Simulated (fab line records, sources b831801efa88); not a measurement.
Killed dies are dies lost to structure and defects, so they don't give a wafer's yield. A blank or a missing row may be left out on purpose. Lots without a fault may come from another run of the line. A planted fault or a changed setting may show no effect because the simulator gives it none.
A struck lot beside a sound one | flow gf180mcu | 18 steps out of a route of 602
Sound: wafers L683.1, L683.3, L683.5. Struck: wafers L697.1, L697.3, L697.5. The cause comes at the end.
At each step with rows: each side's tool, then ch and its chambers, then its first start. Under that, the readings that differ: sound wafers | struck wafers | difference of the means | sigmas: that difference in standard deviations of wafers without a fault.
alike: readings whose means differ by less than 2 such deviations, and words and numbers that are the same on both sides. not compared: withheld readings, readings that some wafer has no value for, bounds like >300 that may hide the same value, and numbers for which the record gives no deviation and whose values overlap.
The two part at a step that has a row with sigmas, a row that says differs or no value, or rows on one side only. Numbers that don't overlap but have no deviation are shown without sigmas and don't part them. A reading that every wafer of one side lacks parts them only if that side has two wafers or more.

first, 1 step without rows for these wafers: GF_M4_SPUTTER_00 (material Ti, target thk 37.5 nm, time 150 s).
GF_M4_SPUTTER_01: material TiN, target thk 30 nm, time 25 s.
  sound on pvd_sputter-01, day 24 19:01; struck on pvd_sputter-02, day 29 03:35
  alike: throttle_valve_pct
GF_M4_SPUTTER_02: material AlCu, target thk 450 nm, time 23.9 s.
  sound on pvd_sputter-01, day 24 19:02; struck on pvd_sputter-02, day 29 03:37
  alike: throttle_valve_pct
GF_M4_SPUTTER_03: material Ti, target thk 10 nm, time 6.7 s.
  sound on pvd_sputter-01, day 24 19:04; struck on pvd_sputter-02, day 29 03:38
  alike: throttle_valve_pct
GF_M4_SPUTTER_04: material TiN, target thk 50 nm, time 41.7 s.
  sound on pvd_sputter-01, day 24 19:05; struck on pvd_sputter-02, day 29 03:40
  alike: throttle_valve_pct
GF_M4_RS_MEAS_05: measures by four-point-probe.
  sound on film_metro-02, day 24 19:08; struck on film_metro-03, day 29 03:42
  alike: M4_ALCU_RS
GF_M4_THK_MEAS_06: measures by xrf.
  sound on film_metro-02, day 24 19:15; struck on film_metro-03, day 29 03:49
  alike: M4_ALCU_THK
then, 5 steps without rows for these wafers: GF_M4_DEHYDRATE_07 (time 60 s); GF_M4_HMDS_08 (prime time 60 s); GF_M4_COAT_09 (resist thk 1000 nm); GF_M4_SOFTBAKE_10 (time 60 s); GF_M4_EXPOSE_11 (exposes mask Metal4, target cd 280 nm).
GF_M4_PEB_12: peb time 90 s.
  sound on litho_track-04 ch 0, day 25 16:49; struck on litho_track-01 ch 0, day 29 21:38
  reading                  | sound             | struck               | difference | sigmas
  heater_power_total_W (W) | 85.62 85.59 85.58 | 114.43 114.35 114.25 | +28.75     | +99 or more
then, 1 step without rows for these wafers: GF_M4_DEVELOP_13 (develop time 60 s).
GF_M4_CD_MEAS_14: target cd 280 nm.
  sound on cd_sem-01, day 25 17:10; struck on cd_sem-02, day 29 21:59
  reading    | sound             | struck            | difference | sigmas
  cd_nm (nm) | 279.3 281.1 280.3 | 309.4 307.9 308.2 | +28.3      | +28
GF_M4_OVL_MEAS_15:
  sound on overlay-01, day 25 17:17; struck on overlay-01, day 29 22:07
  alike: M4_OVL
GF_M4_METAL_ETCH_16: etches the open film in Cl2/BCl3, stops on SiO2, target depth 627.5 nm, time 104.6 s.
  sound on rie_metal-03 ch 0,1, day 25 17:19; struck on rie_metal-04 ch 0,1, day 29 22:09
  reading             | sound             | struck            | difference | sigmas
  model.M4.cd_nm (nm) | 277.3 280.7 277.2 | 310.6 306.4 308.3 | +30.0      |
  alike: drypump_motor_current_A, oes_product_au, rf_fwd_power_W, throttle_valve_pct
  not compared: rf_hours_counter_h
GF_M4_STRIP_17: strips in O2/N2.
  sound on plasma_asher-03 ch 0,1, day 25 17:26; struck on plasma_asher-03 ch 0,1, day 29 22:16
  alike: drypump_motor_current_A, heater_power_w, n2_flow_sccm, oes_product_au, strip_time_to_endpoint_s
  not compared: rf_hours_counter_h

WHERE THEY PART
First at GF_M4_PEB_12; last, within this record, at GF_M4_CD_MEAS_14. Later steps at which nothing parts them and some readings are alike: GF_M4_OVL_MEAS_15, GF_M4_METAL_ETCH_16, GF_M4_STRIP_17.

WHY: what the simulator had put in
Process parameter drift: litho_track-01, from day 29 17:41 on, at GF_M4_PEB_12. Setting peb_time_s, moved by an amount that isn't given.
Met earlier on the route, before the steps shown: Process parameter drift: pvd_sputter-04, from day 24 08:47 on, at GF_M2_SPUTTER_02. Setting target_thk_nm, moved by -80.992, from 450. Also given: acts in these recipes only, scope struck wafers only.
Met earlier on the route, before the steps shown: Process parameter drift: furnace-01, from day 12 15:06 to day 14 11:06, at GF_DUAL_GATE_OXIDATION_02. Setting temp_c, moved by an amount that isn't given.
